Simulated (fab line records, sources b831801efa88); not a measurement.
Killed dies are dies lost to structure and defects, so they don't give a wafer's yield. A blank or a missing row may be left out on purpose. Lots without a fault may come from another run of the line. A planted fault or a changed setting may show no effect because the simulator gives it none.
A struck lot beside a sound one | flow sky130 | 15 steps out of a route of 708
Sound: wafers L290.2, L290.5, L290.6. Struck: wafers L278.1, L278.3, L278.5. The cause comes at the end.
At each step with rows: each side's tool, then ch and its chambers, then its first start. Under that, the readings that differ: sound wafers | struck wafers | difference of the means | sigmas: that difference in standard deviations of wafers without a fault.
alike: readings whose means differ by less than 2 such deviations, and words and numbers that are the same on both sides. not compared: withheld readings, readings that some wafer has no value for, bounds like >300 that may hide the same value, and numbers for which the record gives no deviation and whose values overlap.
The two part at a step that has a row with sigmas, a row that says differs or no value, or rows on one side only. Numbers that don't overlap but have no deviation are shown without sigmas and don't part them. A reading that every wafer of one side lacks parts them only if that side has two wafers or more.

first, 5 steps without rows for these wafers: SKY_SONOS_TUNNEL_COAT_02 (resist thk 1140 nm); SKY_SONOS_TUNNEL_SOFTBAKE_03 (time 60 s); SKY_SONOS_TUNNEL_EXPOSE_04 (exposes mask TUNM, target cd 410 nm); SKY_SONOS_TUNNEL_PEB_05; SKY_SONOS_TUNNEL_DEVELOP_06 (develop time 60 s).
SKY_SONOS_TUNNEL_CD_MEAS_07: target cd 410 nm.
  sound on cd_sem-02, day 17 05:24; struck on cd_sem-01, day 12 20:15
  alike: cd_nm
SKY_SONOS_TUNNEL_OVL_MEAS_08:
  sound on overlay-02, day 17 05:30; struck on overlay-02, day 12 20:22
  alike: SONOS_TUNNEL_OVL
then, 3 steps without rows for these wafers: SKY_SONOS_TUNNEL_IMPLANT_09; SKY_SONOS_TUNNEL_WET_ETCH_10 (etches SiO2 in dHF, target depth 14 nm, time 280 s); SKY_SONOS_TUNNEL_STRIP_11 (strips in SPM, time 600 s).
SKY_SONOS_TUNNEL_TW_MEAS_12:
  sound on film_metro-02, day 17 05:59; struck on film_metro-01, day 12 20:49
  alike: SONOS_TUNNEL_TW
then, 1 step without rows for these wafers: SKY_SONOS_TUNNEL_CLEAN_13 (cleans in dHF, time 20 s).
SKY_SONOS_ONO_OXIDATION_00: stabilise 600 s, purge 300 s, target thk 2.6 nm.
  sound on furnace-02 ch 0, day 17 07:49; struck on furnace-02 ch 0, day 12 22:05
  reading                                          | sound                | struck               | difference | sigmas
  spike_tc_centre_C (C)                            | 800.0 800.9 802.2    | 805.8 805.7 806.2    | +4.9       | +5
  spike_tc_lower_C (C)                             | 800.6 800.1 801.8    | 805.0 805.1 804.8    | +4.1       | +2
  spike_tc_top_C (C)                               | 817.7 816.9 815.8    | 820.3 820.3 821.3    | +3.8       | +2
  spike_tc_upper_C (C)                             | 799.6 803.0 801.0    | 804.1 805.0 805.9    | +3.8       | +4
  tube_center_temp_C (C)                           | 799.95 800.05 800.01 | 805.16 804.99 805.08 | +5.07      | +66
  tube_center_temp_C_max                           | 801.9 801.9 802.0    | 807.1 806.8 807.2    | +5.1       | +13
  model.SiO2_of_SONOS_ONO_OXIDATION_00.thk_nm (nm) | 2.671 2.719 2.664    | 2.816 2.825 2.874    | +0.154     |
  alike: ramp_up_c_per_min
SKY_SONOS_ONO_THK_MEAS_01:
  sound on film_metro-02, day 17 09:10; struck on film_metro-04, day 12 23:39
  reading                      | sound          | struck         | difference | sigmas
  SONOS_ONO_OXIDATION_THK (nm) | 2.70 2.68 2.68 | 2.79 2.82 2.90 | +0.15      | +3
  not compared: hold
-- the record jumps here: 34 days lie between the struck wafers' starts before and after (it left off in module SONOS_ONO and takes up again in module PAD_OPEN, whose first step shown is number 708 of the route) --
SKY_PAD_OPEN_PROBE_99:
  sound on prober-01, day 50 18:21; struck on prober-02, day 46 17:50
  reading                           | sound                | struck               | difference | sigmas
  model.etest.sonos_erased.vt_v (V) | -2.239 -2.199 -2.272 | -2.085 -2.045 -2.022 | +0.186     |
  alike: killed_at_M0_to_M3, killed_at_M4_up, killed_at_contacts, killed_at_front_end, killed_at_other, killed_dies, killed_open, killed_short

WHERE THEY PART
First at SKY_SONOS_ONO_OXIDATION_00; last, within this record, at SKY_SONOS_ONO_THK_MEAS_01. Later steps at which nothing parts them and some readings are alike: SKY_PAD_OPEN_PROBE_99.

WHY: what the simulator had put in
Process parameter drift: furnace-02, from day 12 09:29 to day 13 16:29, at SKY_SONOS_ONO_OXIDATION_00. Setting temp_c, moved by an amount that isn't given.
